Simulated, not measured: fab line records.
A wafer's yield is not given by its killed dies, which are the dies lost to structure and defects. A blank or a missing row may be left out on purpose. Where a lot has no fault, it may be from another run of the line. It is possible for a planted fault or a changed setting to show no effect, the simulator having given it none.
Which tool is to blame?    flow sky130    12 lots with 36 wafers sampled at 3 steps, on a route of 708 steps

== WHAT THE GAUGES SHOWED, per wafer ==
The record holds no reading of a measuring or inspecting step that can be judged against a usual standard deviation.

== TOOL THAT RAN EACH LOT (tool first, then ch and the chambers of the sampled wafers, then the start) ==
lot   SKY_CAP2M_METAL_ETCH_13           SKY_CAP2M_STRIP_14                   SKY_METAL4_ETCH_17
L844  rieMetal-04 ch 0,1, day 40 22:24  plasmaAsher-03 ch 0,1, day 40 22:29  rieDiel-02 ch 1,3, day 41 23:11
L846  rieMetal-02 ch 0,1, day 41 05:06  plasmaAsher-04 ch 0,1, day 41 05:11  rieDiel-04 ch 1,2,3, day 42 04:32
L848  rieMetal-03 ch 0,1, day 43 01:35  plasmaAsher-02 ch 1, day 43 01:40    rieDiel-02 ch 0,1,2, day 44 00:59
L851  rieMetal-04 ch 0,1, day 43 02:12  plasmaAsher-03 ch 0,1, day 43 02:17  rieDiel-01 ch 1,2,3, day 44 01:20
L852  rieMetal-02 ch 0,1, day 43 04:56  plasmaAsher-04 ch 0, day 43 05:01    rieDiel-02 ch 1,2,3, day 44 04:23
L853  rieMetal-03 ch 0,1, day 43 14:57  plasmaAsher-03 ch 0,1, day 43 15:02  rieDiel-01 ch 1,2,3, day 44 14:01
L854  rieMetal-03 ch 0,1, day 43 17:33  plasmaAsher-04 ch 0,1, day 43 17:38  rieDiel-01 ch 1,2,3, day 44 16:26
L858  rieMetal-02 ch 0,1, day 45 02:35  plasmaAsher-02 ch 0,1, day 45 02:41  rieDiel-01 ch 0,1,3, day 46 00:29
L859  rieMetal-03 ch 0,1, day 45 07:18  plasmaAsher-02 ch 0,1, day 45 07:26  rieDiel-04 ch 1,2, day 46 05:17
L862  rieMetal-03 ch 0,1, day 45 23:30  plasmaAsher-02 ch 1, day 45 23:35    rieDiel-01 ch 0,1,2, day 46 20:37
L864  rieMetal-04 ch 0,1, day 46 03:35  plasmaAsher-03 ch 0,1, day 46 03:40  rieDiel-01 ch 0,1,2, day 47 00:39
L865  rieMetal-04 ch 0, day 46 10:50    plasmaAsher-04 ch 0,1, day 46 10:55  rieDiel-02 ch 0,1,2, day 47 07:31
- SKY_CAP2M_METAL_ETCH_13: etches TiN in Cl2/BCl3, stops on SiO2, target depth 220 nm, time 62.9 s.
- SKY_CAP2M_STRIP_14: strips in O2/N2.
- SKY_METAL4_ETCH_17: etches SiO2 in C4F8/O2/Ar, stops on TiN, time 3.9 s, target depth 15 nm.

== AS READ BY THE TOOLS THEMSELVES (means over the sampled wafers that have a number; for cases with no such wafer, the mark the record gives instead) ==
SKY_CAP2M_METAL_ETCH_13.
lot   tool         drypumpMotorCurrentA (A)  oesProductAu (a.u.)  rfFwdPowerW (W)  throttleValvePct (%)
L844  rieMetal-04  6.0                       0.939                893.4            21.913
L846  rieMetal-02  5.9                       0.947                895.3            21.896
L848  rieMetal-03  5.0                       0.947                893.1            21.897
L851  rieMetal-04  6.0                       0.948                889.0            21.894
L852  rieMetal-02  5.9                       0.940                893.4            21.892
L853  rieMetal-03  5.3                       0.930                893.1            21.899
L854  rieMetal-03  5.0                       0.949                893.4            21.900
L858  rieMetal-02  5.9                       0.940                891.7            21.899
L859  rieMetal-03  5.3                       0.940                941.4            21.902
L862  rieMetal-03  5.3                       0.946                941.1            21.902
L864  rieMetal-04  6.0                       0.949                891.6            21.895
L865  rieMetal-04  6.0                       0.937                887.3            21.903

SKY_CAP2M_STRIP_14.
lot   tool            drypumpMotorCurrentA (A)  oesProductAu (a.u.)  stripTimeToEndpointS (s)
L844  plasmaAsher-03  6.0                       0.708                12.65
L846  plasmaAsher-04  5.5                       0.705                12.68
L848  plasmaAsher-02  5.5                       0.712                12.74
L851  plasmaAsher-03  6.0                       0.710                12.68
L852  plasmaAsher-04  6.3                       0.710                12.74
L853  plasmaAsher-03  6.0                       0.710                12.70
L854  plasmaAsher-04  5.9                       0.714                12.61
L858  plasmaAsher-02  5.4                       0.712                12.61
L859  plasmaAsher-02  5.4                       0.708                12.60
L862  plasmaAsher-02  5.5                       0.708                12.66
L864  plasmaAsher-03  6.0                       0.711                12.56
L865  plasmaAsher-04  5.5                       0.712                12.66

SKY_METAL4_ETCH_17.
lot   tool        oesProductAu (a.u.)  rfFwdPowerW (W)
L844  rieDiel-02  0.746                1469
L846  rieDiel-04  0.753                1468
L848  rieDiel-02  0.751                1470
L851  rieDiel-01  0.762                1466
L852  rieDiel-02  0.755                1474
L853  rieDiel-01  0.756                1467
L854  rieDiel-01  0.750                1471
L858  rieDiel-01  0.745                1472
L859  rieDiel-04  0.730                1469
L862  rieDiel-01  0.731                1471
L864  rieDiel-01  0.755                1469
L865  rieDiel-02  0.749                1469

== THE ANSWER, worked out from the rows above alone ==
Rule: the lots themselves supply what counts as usual. The widest of any qualifying gaps counts: lots, ordered by their means at a reading, are off when they make up no more than a third of the lots, leave a main group of 4 or more, and stand apart from it by 3 or more times the standard deviation of that group's means. Not used: any main group whose means are identical at the precision the tables above print for the reading. Also off: a lot with no number at a reading for which 4 or more lots have one. The other lots that the step has rows for count as sound. Order of review: gauges by route order, followed by the tools' own readings, for which a lot's mean as printed above is used. At the first step where some lot is off, the reading lying furthest off is the one used; lots without a number count as furthest.
Off: L859, L862, at SKY_CAP2M_METAL_ETCH_13 (rfFwdPowerW). For the main group the mean is 892.1 W and the standard deviation 2.2.
A tool fits if, at that step or a process step before it, it ran every lot that is off, and no sound lot after the first of them. One fits: rieMetal-03 at SKY_CAP2M_METAL_ETCH_13. A fault onset in the window from L854 (day 43 17:33, its last sound lot) to L859 (day 45 07:18, its first lot off) fits.
The tool's own readings at SKY_CAP2M_METAL_ETCH_13 bear it out: on the lots that are off they differ by more than 5 times the standard deviation of the sound lots' means. rfFwdPowerW reads 941.2 W there against 892.1 W on the sound lots.

== WHAT THE SIMULATOR PUT IN ==
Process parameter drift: rieMetal-03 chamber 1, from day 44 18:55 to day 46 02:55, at SKY_CAP2M_METAL_ETCH_13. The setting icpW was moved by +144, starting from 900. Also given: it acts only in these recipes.
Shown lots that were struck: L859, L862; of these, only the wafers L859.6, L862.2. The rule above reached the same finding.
